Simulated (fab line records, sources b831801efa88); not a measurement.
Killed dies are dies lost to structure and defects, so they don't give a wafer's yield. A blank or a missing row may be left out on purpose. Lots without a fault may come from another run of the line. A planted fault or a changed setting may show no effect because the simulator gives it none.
Which tool did it? | flow sky130 | 11 lots, 33 wafers sampled, at 5 steps of a route of 708

WHAT THE GAUGES READ, wafer by wafer
SKY_METAL2_CD_MEAS_15: target cd 140 nm. Usual: cd_nm 140.0 nm, standard deviation 1.5.
lot  | measured     | on        | cd_nm (nm)        | flag
L240 | day 34 10:28 | cd_sem-01 | 138.9 139.0 139.5 |
L245 | day 37 07:41 | cd_sem-02 | 141.1 141.6 141.6 |
L247 | day 37 11:10 | cd_sem-02 | 138.7 140.1 140.5 |
L254 | day 39 06:37 | cd_sem-01 | 139.8 140.4 139.5 |
L257 | day 40 15:26 | cd_sem-02 | 140.4 140.4 138.6 |
L258 | day 40 20:26 | cd_sem-01 | 138.4 141.4 141.0 |
L259 | day 40 22:02 | cd_sem-01 | 142.1 142.4 141.5 |
L260 | day 41 18:07 | cd_sem-02 | 138.5 136.7 138.2 |
L261 | day 42 01:32 | cd_sem-01 | 140.1 139.8 140.0 |
L263 | day 42 01:53 | cd_sem-02 | 140.8 141.4 141.0 |
L262 | day 42 06:26 | cd_sem-02 | 140.0 138.0 139.7 |

SKY_METAL2_OVL_MEAS_16. Usual: METAL2_OVL -1 nm, standard deviation 6.
lot  | measured     | on         | METAL2_OVL (nm) | flag
L240 | day 34 10:35 | overlay-01 | 1 -3 1          |
L245 | day 37 07:48 | overlay-02 | -3 -3 -3        |
L247 | day 37 11:16 | overlay-01 | -13 -19 -3      |
L254 | day 39 06:44 | overlay-01 | 7 3 -3          |
L257 | day 40 15:34 | overlay-01 | 5 4 2           |
L258 | day 40 20:34 | overlay-02 | 2 -3 -2         |
L259 | day 40 22:07 | overlay-02 | 7 10 7          |
L260 | day 41 18:14 | overlay-01 | 1 1 -4          |
L261 | day 42 01:40 | overlay-01 | -4 0 5          |
L263 | day 42 01:59 | overlay-01 | -9 -3 -5        |
L262 | day 42 06:34 | overlay-01 | -5 -6 -1        |

SKY_VIA2_THK_MEAS_01. Usual: VIA2_HDPCVD_THK 1184 nm, standard deviation 9.6.
lot  | measured     | on            | VIA2_HDPCVD_THK (nm)          | flag
L240 | day 34 11:32 | film_metro-04 | 1174 1178 1174                |
L245 | day 37 08:51 | film_metro-03 | 1364 1356 1377 1365 1356 1380 | OFF
L247 | day 37 13:31 | film_metro-01 | 1366 1357 1386 1365 1357 1386 | OFF
L254 | day 39 07:52 | film_metro-01 | 1182 1195 1184                |
L257 | day 40 16:44 | film_metro-01 | 1175 1198 1200                |
L258 | day 40 21:37 | film_metro-03 | 1185 1179 1178                |
L259 | day 40 23:04 | film_metro-01 | 1181 1180 1183                |
L260 | day 41 19:10 | film_metro-03 | 1184 1192 1180                |
L261 | day 42 02:37 | film_metro-01 | 1191 1189 1199                |
L263 | day 42 03:26 | film_metro-01 | 1188 1189 1191                |
L262 | day 42 07:59 | film_metro-01 | 1184 1179 1174                |

WHICH TOOL RAN EACH LOT (tool, then ch and the chambers of the sampled wafers, then the start)
lot  | SKY_METAL2_SPUTTER_02        | SKY_VIA2_HDPCVD_00
L240 | pvd_sputter-03, day 33 07:44 | hdpcvd-01 ch 0,1,2, day 34 11:25
L245 | pvd_sputter-03, day 36 05:48 | hdpcvd-01 ch 1,2, day 37 08:40
L247 | pvd_sputter-02, day 36 08:53 | hdpcvd-01 ch 0,2, day 37 13:22
L254 | pvd_sputter-04, day 38 05:33 | hdpcvd-02 ch 0,1,2, day 39 07:44
L257 | pvd_sputter-04, day 39 15:11 | hdpcvd-02 ch 0,2, day 40 16:37
L258 | pvd_sputter-04, day 39 19:56 | hdpcvd-02 ch 0,1,2, day 40 21:29
L259 | pvd_sputter-03, day 39 21:35 | hdpcvd-02 ch 0,1,2, day 40 22:55
L260 | pvd_sputter-02, day 40 15:58 | hdpcvd-01 ch 0,1, day 41 19:03
L261 | pvd_sputter-02, day 41 00:44 | hdpcvd-01 ch 0,1,2, day 42 02:30
L263 | pvd_sputter-04, day 41 01:41 | hdpcvd-01 ch 0,1,2, day 42 03:19
L262 | pvd_sputter-02, day 41 06:20 | hdpcvd-01 ch 0,1,2, day 42 07:51
- SKY_METAL2_SPUTTER_02: material AlCu, target thk 250 nm, time 13.3 s.
- SKY_VIA2_HDPCVD_00: deposits SiO2, target thk 1180 nm, time 196.7 s.

WHAT THE TOOLS THEMSELVES READ (means of the sampled wafers that have a number; where no wafer has one, the mark that the record gives instead)
SKY_METAL2_SPUTTER_02. Usual: cathode_dc_power_W 10600 W, standard deviation 1.8; throttle_valve_pct 29.9 %, standard deviation 1.
lot  | tool           | cathode_dc_power_W (W) | throttle_valve_pct (%) | flag
L240 | pvd_sputter-03 | 10601                  | 28.6                   |
L245 | pvd_sputter-03 | 10599                  | 28.9                   |
L247 | pvd_sputter-02 | 10600                  | 30.8                   |
L254 | pvd_sputter-04 | 10602                  | 29.4                   |
L257 | pvd_sputter-04 | 10600                  | 29.9                   |
L258 | pvd_sputter-04 | 10600                  | 29.2                   |
L259 | pvd_sputter-03 | 10601                  | 29.0                   |
L260 | pvd_sputter-02 | 10599                  | 30.9                   |
L261 | pvd_sputter-02 | 10599                  | 30.6                   |
L263 | pvd_sputter-04 | 10601                  | 29.7                   |
L262 | pvd_sputter-02 | 10600                  | 30.9                   |

SKY_VIA2_HDPCVD_00. Usual: pressure_mtorr 5.999 mTorr, standard deviation 0.013; run_length_s 224.8 s, standard deviation 0.51.
lot  | tool      | pressure_mtorr (mTorr) | run_length_s (s) | flag
L240 | hdpcvd-01 | 5.995                  | 224.8            |
L245 | hdpcvd-01 | 6.001                  | 255.6            | OFF
L247 | hdpcvd-01 | 6.017                  | 255.1            | OFF
L254 | hdpcvd-02 | 5.999                  | 224.6            |
L257 | hdpcvd-02 | 5.998                  | 225.0            |
L258 | hdpcvd-02 | 5.987                  | 224.5            |
L259 | hdpcvd-02 | 5.995                  | 224.7            |
L260 | hdpcvd-01 | 6.004                  | 224.6            |
L261 | hdpcvd-01 | 5.998                  | 224.8            |
L263 | hdpcvd-01 | 5.993                  | 225.0            |
L262 | hdpcvd-01 | 5.988                  | 225.0            |

THE ANSWER, worked out from the rows above alone
Rule: a lot is off if the mean of its wafers that have a number lies more than 3 standard deviations from the usual mean. A lot without any number at a reading at which 4 lots or more have one is off too. The other lots that the step has rows for count as sound. The gauges are gone through in route order, then the tools' own readings, and for those a lot's mean is taken as printed above. The first step at which some lot is off is used, and at that step the reading that is off furthest; a lot without a number counts as furthest.
Off: L245, L247, at SKY_VIA2_THK_MEAS_01 (VIA2_HDPCVD_THK).
A tool fits if, at a process step before that reading, it ran every lot that is off, and no sound lot after the first of them. The gauges at SKY_VIA2_THK_MEAS_01 aren't tried: what is off there is off at SKY_VIA2_HDPCVD_00 too, on other tools, and a gauge's error can't cause that. None of those tried fits.

WHAT THE SIMULATOR HAD PUT IN
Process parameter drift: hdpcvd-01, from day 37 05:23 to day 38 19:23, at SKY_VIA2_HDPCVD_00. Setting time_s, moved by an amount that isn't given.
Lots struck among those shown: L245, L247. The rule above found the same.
